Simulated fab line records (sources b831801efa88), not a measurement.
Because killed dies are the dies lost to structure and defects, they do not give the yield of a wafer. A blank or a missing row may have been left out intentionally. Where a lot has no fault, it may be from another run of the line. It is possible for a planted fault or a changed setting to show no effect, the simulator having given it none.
Chamber matching -- flow gf180mcu -- GF_V1_ETCH_16 on rie-diel-04 has 4 sister chambers
The step etches BARC in N2/H2. 4 wafers are shown with their chamber, then 7 later ones without.

## WAFERS WITH THEIR CHAMBER
wafer,chamber,drypump-motor-current-A (A)
L132.4,2,5.5
L133.2,0,6.2
L136.1,3,5.9
L136.3,1,6.4

## WAFERS WITH NO CHAMBER GIVEN
wafer,drypump-motor-current-A (A)
L136.5,6.4
L138.1,6.1
L138.3,6.4
L138.5,6.1
L150.1,5.5
L150.4,6.1
L150.6,5.9

## WHICH CHAMBER EACH ONE RAN IN
wafer,from the rows above,in truth
L136.5,1,1
L138.1,can't be placed: 0 or 3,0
L138.3,1,1
L138.5,can't be placed: 0 or 3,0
L150.1,2,2
L150.4,can't be placed: 0 or 3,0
L150.6,3,3
Correctly placed: 4 of 7. From these rows, 3 cannot be placed; in 3 the true chamber is one of the candidates. Placed wrongly: 0.
How it was worked out, from the rows above alone: a wafer's distance from a chamber is the root of the sum, over the readings, of the square of ((its reading less the chamber's mean) divided by the reading's scatter). The wafer belongs to the nearest chamber; if the next one is less than 2 further off, it can't be placed. The mean given for a chamber averages the wafers shown for that chamber. The scatter: root of mean squared gap, hidden wafer to nearest shown wafer, with one shown wafer a chamber.
